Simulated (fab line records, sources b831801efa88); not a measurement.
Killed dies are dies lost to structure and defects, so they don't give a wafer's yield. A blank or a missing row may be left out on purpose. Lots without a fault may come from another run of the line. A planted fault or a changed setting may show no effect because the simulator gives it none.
Which tool did it? | flow gf180mcu | 13 lots, 39 wafers sampled, at 4 steps of a route of 602

WHAT THE GAUGES READ, wafer by wafer
GF_M4_RS_MEAS_05: measures by four-point-probe.
lot  | measured     | on            | M4_ALCU_RS (ohm/sq)
L744 | day 23 06:52 | film_metro-04 | 0.0697 0.0694 0.0699
L745 | day 23 13:35 | film_metro-01 | 0.0697 0.0697 0.0693
L746 | day 24 05:22 | film_metro-01 | 0.0690 0.0695 0.0696
L748 | day 25 01:08 | film_metro-02 | 0.0698 0.0705 0.0701
L749 | day 25 10:02 | film_metro-04 | 0.0704 0.0701 0.0690
L751 | day 26 02:25 | film_metro-02 | 0.0698 0.0705 0.0696
L750 | day 26 02:55 | film_metro-01 | 0.0691 0.0702 0.0696
L752 | day 26 07:11 | film_metro-01 | 0.0694 0.0708 0.0688
L756 | day 27 09:26 | film_metro-01 | 0.0690 0.0689 0.0698
L758 | day 28 03:21 | film_metro-04 | 0.0694 0.0691 0.0694
L760 | day 28 13:04 | film_metro-02 | 0.0707 0.0695 0.0708
L763 | day 29 05:30 | film_metro-02 | 0.0697 0.0700 0.0709
L765 | day 29 23:20 | film_metro-04 | 0.0691 0.0699 0.0689

WHICH TOOL RAN EACH LOT (tool, then ch and the chambers of the sampled wafers, then the start)
lot  | GF_V3_SPUTTER_21             | GF_M4_SPUTTER_00             | GF_M4_SPUTTER_04
L744 | pvd_sputter-03, day 23 05:58 | pvd_sputter-04, day 23 06:39 | pvd_sputter-04, day 23 06:50
L745 | pvd_sputter-03, day 23 12:40 | pvd_sputter-04, day 23 13:22 | pvd_sputter-04, day 23 13:32
L746 | pvd_sputter-03, day 24 04:25 | pvd_sputter-04, day 24 05:06 | pvd_sputter-04, day 24 05:17
L748 | pvd_sputter-02, day 25 00:13 | pvd_sputter-04, day 25 00:55 | pvd_sputter-04, day 25 01:05
L749 | pvd_sputter-02, day 25 09:08 | pvd_sputter-01, day 25 09:49 | pvd_sputter-01, day 25 10:01
L751 | pvd_sputter-03, day 26 01:22 | pvd_sputter-04, day 26 02:10 | pvd_sputter-04, day 26 02:22
L750 | pvd_sputter-02, day 26 02:00 | pvd_sputter-01, day 26 02:41 | pvd_sputter-01, day 26 02:52
L752 | pvd_sputter-02, day 26 06:16 | pvd_sputter-01, day 26 06:58 | pvd_sputter-01, day 26 07:08
L756 | pvd_sputter-01, day 27 08:29 | pvd_sputter-04, day 27 09:10 | pvd_sputter-04, day 27 09:21
L758 | pvd_sputter-02, day 28 02:25 | pvd_sputter-04, day 28 03:07 | pvd_sputter-04, day 28 03:17
L760 | pvd_sputter-01, day 28 12:02 | pvd_sputter-03, day 28 12:49 | pvd_sputter-03, day 28 12:59
L763 | pvd_sputter-02, day 29 04:35 | pvd_sputter-03, day 29 05:17 | pvd_sputter-03, day 29 05:28
L765 | pvd_sputter-02, day 29 22:02 | pvd_sputter-04, day 29 23:07 | pvd_sputter-04, day 29 23:18
- GF_V3_SPUTTER_21: material Ti, target thk 15 nm, time 80.02 s.
- GF_M4_SPUTTER_00: material Ti, target thk 37.5 nm, time 150 s.
- GF_M4_SPUTTER_04: material TiN, target thk 50 nm, time 41.7 s.

WHAT THE TOOLS THEMSELVES READ (means of the sampled wafers that have a number; where no wafer has one, the mark that the record gives instead)
GF_V3_SPUTTER_21.
lot  | tool           | cathode_dc_power_W (W) | chamber_pressure_pa (Pa) | throttle_valve_pct (%)
L744 | pvd_sputter-03 | 2500.3                 | 4.988                    | 30.0
L745 | pvd_sputter-03 | 2500.2                 | 5.003                    | 30.7
L746 | pvd_sputter-03 | 2500.4                 | 4.995                    | 31.0
L748 | pvd_sputter-02 | 2500.0                 | 4.993                    | 29.2
L749 | pvd_sputter-02 | 2499.7                 | 5.002                    | 28.4
L751 | pvd_sputter-03 | 2500.2                 | 4.994                    | 30.6
L750 | pvd_sputter-02 | 2500.1                 | 4.999                    | 29.4
L752 | pvd_sputter-02 | 2499.9                 | 5.006                    | 29.1
L756 | pvd_sputter-01 | 2499.9                 | 5.014                    | 28.8
L758 | pvd_sputter-02 | 2500.0                 | 5.003                    | 29.2
L760 | pvd_sputter-01 | 2499.6                 | 5.012                    | 29.6
L763 | pvd_sputter-02 | 2500.1                 | 5.001                    | 30.0
L765 | pvd_sputter-02 | 2500.3                 | 4.995                    | 29.2

GF_M4_SPUTTER_00.
lot  | tool           | cathode_dc_power_W (W) | chamber_pressure_pa (Pa) | throttle_valve_pct (%)
L744 | pvd_sputter-04 | 3999.6                 | 2.001                    | 30.0
L745 | pvd_sputter-04 | 3999.7                 | 2.002                    | 28.9
L746 | pvd_sputter-04 | 3999.6                 | 2.002                    | 29.1
L748 | pvd_sputter-04 | 3999.9                 | 2.003                    | 29.8
L749 | pvd_sputter-01 | -                      | -                        | -
L751 | pvd_sputter-04 | -                      | -                        | -
L750 | pvd_sputter-01 | -                      | -                        | -
L752 | pvd_sputter-01 | 4000.1                 | 2.000                    | 30.1
L756 | pvd_sputter-04 | 4000.2                 | 2.000                    | 29.2
L758 | pvd_sputter-04 | 3999.2                 | 2.000                    | 30.4
L760 | pvd_sputter-03 | 4000.8                 | 2.002                    | 31.5
L763 | pvd_sputter-03 | 4000.2                 | 2.000                    | 31.1
L765 | pvd_sputter-04 | 3999.8                 | 2.000                    | 30.4

GF_M4_SPUTTER_04.
lot  | tool           | cathode_dc_power_W (W) | chamber_pressure_pa (Pa) | throttle_valve_pct (%)
L744 | pvd_sputter-04 | 6500.7                 | 0.4003                   | 30.1
L745 | pvd_sputter-04 | 6499.7                 | 0.4000                   | 29.1
L746 | pvd_sputter-04 | 6499.0                 | 0.4002                   | 29.1
L748 | pvd_sputter-04 | 6499.4                 | 0.3999                   | 29.6
L749 | pvd_sputter-01 | 6500.6                 | 0.4003                   | 30.3
L751 | pvd_sputter-04 | 6501.2                 | 0.3999                   | 29.1
L750 | pvd_sputter-01 | 6499.4                 | 0.3996                   | 29.6
L752 | pvd_sputter-01 | 6499.4                 | 0.3998                   | 30.1
L756 | pvd_sputter-04 | 6500.3                 | 0.4003                   | 29.1
L758 | pvd_sputter-04 | 6500.1                 | 0.3989                   | 30.4
L760 | pvd_sputter-03 | 6499.3                 | 0.4004                   | 31.5
L763 | pvd_sputter-03 | 6500.1                 | 0.4009                   | 31.1
L765 | pvd_sputter-04 | 6500.4                 | 0.4001                   | 30.4

THE ANSWER, worked out from the rows above alone
Rule: what is usual is taken from the lots themselves. Put in order of their means at a reading, lots are off if they are a third of the lots or fewer, leave a main group of 4 or more, and stand apart from it by a gap of 3 or more times the standard deviation of the main group's means; of several such gaps the widest counts. A main group whose means are all the same, to the digits that the tables above print for the reading, isn't used. A lot without any number at a reading at which 4 lots or more have one is off too. The other lots that the step has rows for count as sound. The gauges are gone through in route order, then the tools' own readings, and for those a lot's mean is taken as printed above. The first step at which some lot is off is used, and at that step the reading that is off furthest; a lot without a number counts as furthest.
Off: L749, L751, L750, at GF_M4_SPUTTER_00 (cathode_dc_power_W). Without a number there: L749, L751, L750. The main group: mean 3999.9 W, standard deviation 0.42.
A tool fits if, at that step or a process step before it, it ran every lot that is off, and no sound lot after the first of them. None of those tried fits.

WHAT THE SIMULATOR HAD PUT IN
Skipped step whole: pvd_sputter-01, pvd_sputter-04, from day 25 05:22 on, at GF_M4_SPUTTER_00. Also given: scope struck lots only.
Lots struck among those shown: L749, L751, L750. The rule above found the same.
